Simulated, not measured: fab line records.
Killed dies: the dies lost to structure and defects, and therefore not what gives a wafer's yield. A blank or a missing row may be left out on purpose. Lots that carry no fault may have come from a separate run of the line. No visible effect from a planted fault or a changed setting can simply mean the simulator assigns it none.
Comparing a struck lot with a sound one :: flow sky130 :: 15 steps out of a route of 708
Sound: the wafers L761.1, L761.3, L761.4. Wafers struck: L747.2, L747.3, L747.4. Last of all comes the cause.
At each step with rows: each side's tool, then ch and its chambers, then its first start. Under that, the readings that differ: sound wafers :: struck wafers :: difference of the means :: sigmas: that difference in standard deviations of wafers without a fault.
alike: a reading whose means differ by less than 2 such deviations, as well as words and numbers matching on both sides. not compared: withheld readings; readings where some wafer has no value; bounds like >300 that might hide an equal value; numbers whose values overlap and for which the record gives no deviation.
The two part at a step that has a row with sigmas, a row that says differs or no value, or rows on one side only. Non-overlapping numbers with no deviation appear without sigmas and do not part them. Lack of a reading on every wafer of one side parts them only where that side has two or more wafers.

first, 3 steps without rows for these wafers: SKY_PASSIVATION_EXPOSE_08 (exposes mask NSM, target cd 3000 nm); SKY_PASSIVATION_PEB_09; SKY_PASSIVATION_DEVELOP_10 (develop time 60 s).
SKY_PASSIVATION_ETCH_11: etches the open film in CF4/O2, stops on AlCu, target depth 725 nm, time 161.1 s.
  sound on rie_diel-04 ch 0,2,3, day 49 07:49; struck on rie_diel-04 ch 1,2,3, day 45 23:25
  alike: O2_flow_sccm, bias_w, drypump_motor_current_A, oes_product_au, throttle_valve_pct
  not compared: rf_hours_counter_h
SKY_PASSIVATION_STRIP_12: strips in O2/N2.
  sound on plasma_asher-04 ch 0,1, day 49 07:55; struck on plasma_asher-04 ch 0,1, day 45 23:31
  alike: drypump_motor_current_A, oes_product_au, strip_time_to_endpoint_s
  not compared: rf_hours_counter_h
then, 7 steps without rows for these wafers: SKY_PAD_OPEN_DEHYDRATE_00 (time 60 s); SKY_PAD_OPEN_HMDS_01 (prime time 60 s); SKY_PAD_OPEN_COAT_02 (resist thk 3000 nm); SKY_PAD_OPEN_SOFTBAKE_03; SKY_PAD_OPEN_EXPOSE_04 (exposes mask PDM, target cd 60000 nm); SKY_PAD_OPEN_PEB_05; SKY_PAD_OPEN_DEVELOP_06 (develop time 60 s).
SKY_PAD_OPEN_ETCH_07: etches the open film in CF4/O2, stops on AlCu, target depth 725 nm, time 161.1 s.
  sound on rie_diel-01 ch 0,2,3, day 50 00:16; struck on rie_diel-03 ch 0,2,3, day 46 20:01
  no value came back on the struck wafers for any of 6 readings (O2_flow_sccm (sccm), bias_w (W) and others); on the sound wafers O2_flow_sccm (sccm) reads 10.042 9.993 10.018
SKY_PAD_OPEN_STRIP_08: strips in O2/N2.
  sound on plasma_asher-01 ch 0,1, day 50 00:22; struck on plasma_asher-03 ch 0,1, day 46 20:07
  alike: drypump_motor_current_A, oes_product_au, strip_time_to_endpoint_s
  not compared: rf_hours_counter_h
SKY_PAD_OPEN_PROBE_99:
  sound: prober-01 at day 50 02:43; struck: prober-02 at day 46 22:25
reading: defect_limited_yield (%)
sound: 85.4 82.5 84.6
struck: 0 0
difference: -84
sigmas: -42

reading: killed_at_other
sound: 0 0 1
struck: 401 410
difference: +405
sigmas: +99 or more

reading: killed_dies
sound: 72 86 76
struck: 492 492
difference: +414
sigmas: +43

reading: killed_on_rim
sound: 15 20 13
struck: 96 96
difference: +80
sigmas: +22

reading: sort_bin_5_function (%)
sound: 6.5 12.2 11.4
struck: 92.1 92.9
difference: +82.5
sigmas: +55

reading: sort_n_pass
sound: 420 406 416
struck: 0 0
difference: -414
sigmas: -43

reading: sort_yield_pct (%)
sound: 85.4 82.5 84.6
struck: 0 0
difference: -84
sigmas: -42

reading: model.etest.tester.sort_n_pass
sound: 420 406 416
struck: 0 0
difference: -414
sigmas: 

reading: model.etest.tester.sort_bin_5_pct (%)
sound: 6.504 12.2 11.38
struck: 92.07 92.89
difference: +82.45
sigmas: 

reading: model.etest.tester.sort_yield_pct (%)
sound: 85.37 82.52 84.55
struck: 0 0
difference: -84
sigmas: 

reading: model.etest.licon_pdiff.open
sound: 0 0 0
struck: 1 1
difference: +1
sigmas: 

reading: model.etest.sonos_uncharged.open
sound: 0 0 0
struck: 1 1
difference: +1
sigmas: 

reading: model.etest.nfet_g5v0d10v5.under_floor
sound: 0 0 0
struck: 1 1
difference: +1
sigmas: 

reading: model.etest.nfet_g5v0d10v5.open
sound: 0 0 0
struck: 1 1
difference: +1
sigmas: 

reading: model.etest.res_li.open
sound: 0 0 0
struck: 1 1
difference: +1
sigmas: 
  alike: killed_at_M0_to_M3, killed_at_M4_up, killed_at_contacts, killed_at_front_end, killed_open, killed_short, sort_bin_3_pad_short, sort_bin_6_memory

## WHERE THEY PART
Last at SKY_PAD_OPEN_PROBE_99 as far as this record goes, first at SKY_PAD_OPEN_ETCH_07.

WHY: what the simulator had put in
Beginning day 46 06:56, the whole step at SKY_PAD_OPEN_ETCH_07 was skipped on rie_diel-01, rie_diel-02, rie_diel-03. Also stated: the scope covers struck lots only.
